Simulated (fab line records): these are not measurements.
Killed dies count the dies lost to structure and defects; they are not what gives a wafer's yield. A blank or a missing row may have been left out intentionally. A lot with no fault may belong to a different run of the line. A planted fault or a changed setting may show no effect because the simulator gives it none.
A struck lot beside a sound one || flow sky130 || 18 out of 708 route steps
Sound: the wafers L553.2, L553.3, L553.5. Struck: wafer L564.2 (L564.1, L564.4, from the same lot, were not struck and are left out); the cause is given at the end.
Per side, at each step with rows, come the tool, then ch with its chambers, and then its first start. Under that, the readings that differ: sound wafers || struck wafers || difference of the means || sigmas: that difference in standard deviations of wafers without a fault.
alike: same words and numbers on both sides, and readings whose means sit less than 2 such deviations apart. not compared: any withheld reading, any reading some wafer has no value for, any bound like >300 that may hide the same value, and any number with overlapping values for which the record gives no deviation.
Wherever a step has rows on one side only, a row that says differs or no value, or a row with sigmas, the two part there. Numbers that don't overlap but have no deviation are shown without sigmas and don't part them. A reading missing from all wafers of one side parts the sides only when that side holds two or more wafers.

first, 3 steps without rows for these wafers: SKY_LI_CONTACT_EXPOSE_09 (exposes mask LICM1, target cd 170 nm); SKY_LI_CONTACT_PEB_10; SKY_LI_CONTACT_DEVELOP_11 (develop time 60 s).
SKY_LI_CONTACT_CD_MEAS_12 targets a cd of 170 nm.
  sound on cd-sem-01 at day 32 05:09; struck on cd-sem-01 at day 35 19:16
  alike: cd-nm
SKY_LI_CONTACT_OVL_MEAS_13:
  sound on overlay-02 at day 32 05:16; struck on overlay-02 at day 35 19:23
  alike: LI_CONTACT_OVL
SKY_LI_CONTACT_ETCH_14: etches BARC in N2/H2, stops on SiO2, time 45.9 s, target depth 60 nm.
  sound on rie-diel-01 ch 0,1,2, day 32 05:17; struck on rie-diel-03 ch 1, day 35 19:26
  alike: drypump-motor-current-A, oes-product-au, throttle-valve-pct
  not compared: rf-hours-counter-h
then, 1 step without rows for these wafers: SKY_LI_CONTACT_ETCH_15 (etches PSG in C4F8/O2/Ar, stops on Si, target depth 600 nm).
SKY_LI_CONTACT_STRIP_16: strips in O2/N2.
  sound on plasma-asher-03 ch 0, day 32 05:25; struck on plasma-asher-04 ch 1, day 35 19:34
{"reading": "drypump-motor-current-A (A)", "sound": "6.5 6.5 6.5", "struck": 4.7, "difference": -1.8, "sigmas": -2}
{"reading": "strip-time-to-endpoint-s (s)", "sound": "3.54 3.48 3.54", "struck": 3.43, "difference": -0.09, "sigmas": -2}
  alike: oes-product-au
  not compared: rf-hours-counter-h
then, 2 steps without rows for these wafers: SKY_LI_CONTACT_CLEAN_17 (cleans in NMP, time 600 s); SKY_LI_CONTACT_PRE_CLEAN_18 (time 5.6 s).
SKY_LI_CONTACT_SPUTTER_19: material Ti, target thk 20 nm, time 106.37 s.
  sound on pvd-sputter-04 at day 32 05:44; struck on pvd-sputter-04 at day 35 20:02
  alike: substrate-temp-c, throttle-valve-pct
SKY_LI_CONTACT_SPUTTER_20: material TiN, target thk 20 nm, time 80 s.
  sound on pvd-sputter-04 at day 32 05:48; struck on pvd-sputter-04 at day 35 20:06
  alike: throttle-valve-pct
SKY_LI_CONTACT_CVD_21: deposits W, target thk 400 nm, time 120.56 s.
  sound on cvd-w-01 ch 0,1, day 32 05:52; struck on cvd-w-01 ch 1, day 35 20:10
{"reading": "chamber-pressure-Torr (Torr)", "sound": "39.93 40.14 40.01", "struck": 23.67, "difference": -16.36, "sigmas": "-99 or more"}
{"reading": "model.W_of_LI_CONTACT_CVD_21.thk-nm (nm)", "sound": "399.7 397.9 395.2", "struck": 299.9, "difference": -97.7, "sigmas": ""}
  alike: heater-power-outer-w, heater-power-w, susceptor-temp-C
SKY_LI_CONTACT_RS_MEAS_22: uses a four-point probe to measure.
  sound on film-metro-01 at day 32 06:01; struck on film-metro-01 at day 35 20:35
{"reading": "LI_CONTACT_W_RS (ohm/sq)", "sound": "0.285 0.286 0.288", "struck": 0.380, "difference": "+0.094", "sigmas": "+16"}
  not compared: hold
SKY_LI_CONTACT_THK_MEAS_23: measures by xrf.
  sound on film-metro-01 at day 32 06:07; struck on film-metro-01 at day 35 21:47
{"reading": "LI_CONTACT_W_THK (nm)", "sound": "383 379 378", "struck": 291, "difference": -89, "sigmas": -10}
  not compared: hold
SKY_LI_CONTACT_CMP_24: polishes, stops on PSG, t overpolish 20 s, target thk 0 nm.
  sound on cmp-01 ch 1,3, day 32 07:16; struck on cmp-01 ch 2, day 35 23:01
{"reading": "hold", "sound": "- - -", "struck": "await-dispo/1.1h/release", "difference": "no value on the sound wafers", "sigmas": ""}
{"reading": "time-to-endpoint-s (s)", "sound": "95 86 96", "struck": 76, "difference": -16, "sigmas": -3}
  alike: motor-current-A
SKY_LOCAL_INTERCONNECT_SPUTTER_00: material TiN, target thk 100 nm, time 83.3 s.
  sound on pvd-sputter-04 at day 32 07:34; struck on pvd-sputter-01 at day 35 23:16
  alike: substrate-temp-c, susceptor-temp-C, throttle-valve-pct
-- record jumps: 14 days separate the struck wafers' starts on either side; left off in module LOCAL_INTERCONNECT, taken up again in module PAD_OPEN, whose first shown step is the route's number 708 --
SKY_PAD_OPEN_PROBE_99:
  sound on prober-02 at day 48 01:44; struck on prober-01 at day 50 11:16
{"reading": "killed-open", "sound": "38 49 45", "struck": 27, "difference": -17, "sigmas": -2}
  alike: killed_at_M0_to_M3, killed_at_M4_up, killed-at-contacts, killed-at-front-end, killed-at-other, killed-dies, killed-short

## WHERE THEY PART
First at SKY_LI_CONTACT_STRIP_16; last, within this record, at SKY_PAD_OPEN_PROBE_99.

WHY: the cause the simulator had injected
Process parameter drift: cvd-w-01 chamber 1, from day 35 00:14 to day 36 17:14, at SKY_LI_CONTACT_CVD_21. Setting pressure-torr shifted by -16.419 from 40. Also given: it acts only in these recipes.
